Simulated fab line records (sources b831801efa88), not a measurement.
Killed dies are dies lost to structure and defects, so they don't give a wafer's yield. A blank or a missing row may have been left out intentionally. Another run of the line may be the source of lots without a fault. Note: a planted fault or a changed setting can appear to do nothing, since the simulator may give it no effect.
What tool caused it?    flow sky130    13 lots, 39 wafers sampled, at 3 steps of a route of 708

WHAT THE GAUGES SHOWED, per wafer
SKY_SD_P_CD_MEAS_07: target cd 380 nm.
lot   measured      on         cd-nm (nm)
L726  day 25 17:32  cd-sem-02  382.6 383.0 381.9
L728  day 26 05:31  cd-sem-01  374.8 376.1 375.8
L729  day 26 17:13  cd-sem-02  377.5 374.8 378.3
L730  day 27 09:47  cd-sem-02  383.1 384.4 379.2
L732  day 27 17:21  cd-sem-01  380.9 380.8 382.8
L736  day 29 07:32  cd-sem-02  365.8 369.4 366.9
L737  day 29 12:46  cd-sem-02  369.1 369.5 367.7
L742  day 31 16:15  cd-sem-01  381.0 378.5 382.7
L743  day 31 23:05  cd-sem-01  378.9 376.0 376.1
L746  day 32 08:26  cd-sem-02  379.4 377.6 379.3
L747  day 32 16:30  cd-sem-01  378.5 378.0 379.0
L748  day 33 05:05  cd-sem-01  382.9 382.8 380.6
L749  day 33 06:59  cd-sem-02  383.4 382.6 381.9

SKY_SD_N_OVL_MEAS_08.
lot   measured      on          SD_N_OVL (nm)
L726  day 28 05:49  overlay-01  -0.4 0.2 -1.4
L728  day 28 16:19  overlay-02  1.5 1.8 1.8
L729  day 29 03:28  overlay-01  0.6 0.1 0.2
L730  day 29 19:06  overlay-02  -0.1 0.2 -0.3
L732  day 30 03:25  overlay-01  1.4 1.6 1.7
L736  day 31 16:03  overlay-01  1.9 -0.6 1.3
L737  day 31 21:03  overlay-01  0.9 0.7 0.3
L742  day 33 23:43  overlay-02  0.9 -0.5 -0.6
L743  day 34 06:22  overlay-01  -0.2 -0.7 -1.7
L746  day 34 15:57  overlay-02  0.2 -1.3 -2.1
L747  day 34 22:31  overlay-01  -0.3 0.3 0.4
L748  day 35 11:01  overlay-02  -3.8 -2.2 -2.2
L749  day 35 12:48  overlay-02  -2.1 -3.3 -1.5

WHAT TOOL EACH LOT RAN ON (gives the tool, then ch and the chambers of the sampled wafers, and finally the start)
lot   SKY_SD_P_DEVELOP_06
L726  litho-track-01 ch 0, day 25 17:23
L728  litho-track-04 ch 0, day 26 05:22
L729  litho-track-02 ch 0, day 26 17:04
L730  litho-track-04 ch 0, day 27 09:38
L732  litho-track-02 ch 0, day 27 17:12
L736  litho-track-04 ch 0, day 29 07:23
L737  litho-track-04 ch 0, day 29 12:37
L742  litho-track-01 ch 0, day 31 16:06
L743  litho-track-01 ch 0, day 31 22:56
L746  litho-track-01 ch 0, day 32 08:17
L747  litho-track-02 ch 0, day 32 16:21
L748  litho-track-01 ch 0, day 33 04:56
L749  litho-track-04 ch 0, day 33 06:50
- SKY_SD_P_DEVELOP_06: develop time 60 s.

AS READ BY THE TOOLS THEMSELVES (means over the sampled wafers that have a number; for cases with no such wafer, the mark the record gives instead)
The record holds no such reading with a usual standard deviation.

THE ANSWER, worked out from the rows above alone
Rule: what is usual is taken from the lots themselves. Put in order of their means at a reading, lots are off if they are a third of the lots or fewer, leave a main group of 4 or more, and stand apart from it by a gap of 3 or more times the standard deviation of the main group's means; of several such gaps the widest counts. Not used: any main group whose means are identical at the precision the tables above print for the reading. Also off: a lot with no number at a reading for which 4 or more lots have one. The other lots that the step has rows for count as sound. After the gauges, taken in route order, come the tools' own readings; for these a lot's mean is taken, as printed above. At the first step where some lot is off, the reading lying furthest off is the one used; lots without a number count as furthest.
None of the lots is off at any reading shown; this tells nothing.

WHAT THE SIMULATOR HAD INSERTED
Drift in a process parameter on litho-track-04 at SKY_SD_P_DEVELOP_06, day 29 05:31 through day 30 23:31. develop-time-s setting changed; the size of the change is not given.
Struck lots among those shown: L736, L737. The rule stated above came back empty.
